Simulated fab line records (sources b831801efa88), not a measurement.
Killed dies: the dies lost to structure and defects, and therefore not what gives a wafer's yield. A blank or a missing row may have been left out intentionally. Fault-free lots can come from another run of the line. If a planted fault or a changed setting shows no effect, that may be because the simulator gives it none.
Which of the tools did it? ; flow sky130 ; Sampling: 10 lots, 30 wafers, 4 of 708 route steps

WHAT THE GAUGES SHOWED, per wafer
SKY_SONOS_ONO_THK_MEAS_05.
lot;measured;on;SONOS_ONO_CVD_04_THK (nm)
L263;day 12 17:43;film-metro-01;5.49 5.53 5.43
L265;day 13 09:24;film-metro-03;5.52 5.61 5.53
L268;day 14 05:34;film-metro-04;5.54 5.52 5.58
L269;day 14 13:04;film-metro-03;5.81 5.69 5.81
L270;day 15 07:07;film-metro-03;5.71 5.79 5.77
L278;day 17 17:34;film-metro-04;5.67 5.77 5.60
L279;day 17 19:49;film-metro-04;5.90 5.78 5.76
L280;day 18 00:04;film-metro-01;5.57 5.53 5.60
L281;day 18 10:14;film-metro-04;5.71 5.45 5.62
L283;day 19 06:08;film-metro-04;5.76 5.60 5.78

SKY_POLY_GATE_THK_MEAS_04.
lot;measured;on;POLY_GATE_CVD_03_THK (nm)
L263;day 16 10:46;film-metro-01;74.2 74.3 74.5
L265;day 17 04:19;film-metro-04;74.8 74.8 75.2
L268;day 18 02:22;film-metro-04;135.3 136.5 135.8
L269;day 18 07:52;film-metro-02;136.1 135.6 136.8
L270;day 19 07:11;film-metro-04;136.3 136.3 135.9
L278;day 21 20:24;film-metro-02;76.7 75.9 76.1
L279;day 22 00:32;film-metro-01;74.9 74.8 74.3
L280;day 22 11:52;film-metro-04;75.0 74.8 74.7
L281;day 22 15:29;film-metro-02;74.6 75.0 75.1
L283;day 23 07:54;film-metro-01;75.7 75.7 74.9

TOOL THAT RAN EACH LOT (tool first, then ch and the chambers of the sampled wafers, then the start)
lot;SKY_VT_ADJUST_HVTP_STRIP_10;SKY_POLY_GATE_CVD_03
L263;plasma-asher-04 ch 0,1, day 6 23:56;lpcvd-02 ch 0, day 16 09:24
L265;plasma-asher-02 ch 0,1, day 7 11:47;lpcvd-02 ch 1, day 17 02:58
L268;plasma-asher-02 ch 0,1, day 8 04:17;lpcvd-02 ch 1, day 18 01:01
L269;plasma-asher-04 ch 0,1, day 8 12:35;lpcvd-02 ch 0, day 18 06:30
L270;plasma-asher-04 ch 0,1, day 9 01:10;lpcvd-02 ch 1, day 19 05:48
L278;plasma-asher-02 ch 0,1, day 10 22:52;lpcvd-02 ch 1, day 21 19:01
L279;plasma-asher-04 ch 0,1, day 11 01:02;lpcvd-02 ch 1, day 21 23:11
L280;plasma-asher-02 ch 0,1, day 11 06:41;lpcvd-02 ch 1, day 22 10:30
L281;plasma-asher-02 ch 0,1, day 11 12:32;lpcvd-02 ch 1, day 22 14:07
L283;plasma-asher-04 ch 0,1, day 12 02:50;lpcvd-02 ch 0, day 23 06:33
- SKY_VT_ADJUST_HVTP_STRIP_10: strips in O2/N2.
- SKY_POLY_GATE_CVD_03: deposits Si3N4 from DCS/NH3, target thk 75 nm, time 1290 s.

WHAT THE TOOLS THEMSELVES READ (means of the sampled wafers that have a number; where no wafer has one, the mark that the record gives instead)
SKY_VT_ADJUST_HVTP_STRIP_10.
lot;tool;drypump-motor-current-A (A);o2-flow-sccm (sccm);oes-product-au (a.u.);strip-time-to-endpoint-s (s)
L263;plasma-asher-04;5.3;3000;0.715;14.19
L265;plasma-asher-02;5.5;3000;0.713;14.15
L268;plasma-asher-02;5.4;2997;0.716;14.15
L269;plasma-asher-04;5.4;2989;0.715;14.14
L270;plasma-asher-04;5.3;2998;0.716;14.17
L278;plasma-asher-02;5.5;2999;0.721;14.18
L279;plasma-asher-04;5.7;3009;0.713;14.17
L280;plasma-asher-02;5.5;2999;0.713;14.24
L281;plasma-asher-02;5.4;2988;0.720;14.21
L283;plasma-asher-04;5.7;3001;0.715;14.20

THE ANSWER, worked out from the rows above alone
Rule: what is usual is taken from the lots themselves. The widest of any qualifying gaps counts: lots, ordered by their means at a reading, are off when they make up no more than a third of the lots, leave a main group of 4 or more, and stand apart from it by 3 or more times the standard deviation of that group's means. A main group is skipped when, at the precision printed for the reading in the tables above, its means are all equal. A lot without any number at a reading at which 4 lots or more have one is off too. All remaining lots with rows at the step are treated as sound. The gauges are gone through in route order, then the tools' own readings, and for those a lot's mean is taken as printed above. At the first step where some lot is off, the reading lying furthest off is the one used; lots without a number count as furthest.
Off: at SKY_POLY_GATE_THK_MEAS_04 (POLY_GATE_CVD_03_THK), L268, L269, L270. Mean 75.0 nm and standard deviation 0.57 in the main group.
If a tool, at a process step before that reading, ran all the lots that are off and no sound lot after the first of them, it fits. Those tools and the gauges at SKY_POLY_GATE_THK_MEAS_04 are tried in the same way. None of those tried fits.

WHAT HAD BEEN PUT IN BY THE SIMULATOR
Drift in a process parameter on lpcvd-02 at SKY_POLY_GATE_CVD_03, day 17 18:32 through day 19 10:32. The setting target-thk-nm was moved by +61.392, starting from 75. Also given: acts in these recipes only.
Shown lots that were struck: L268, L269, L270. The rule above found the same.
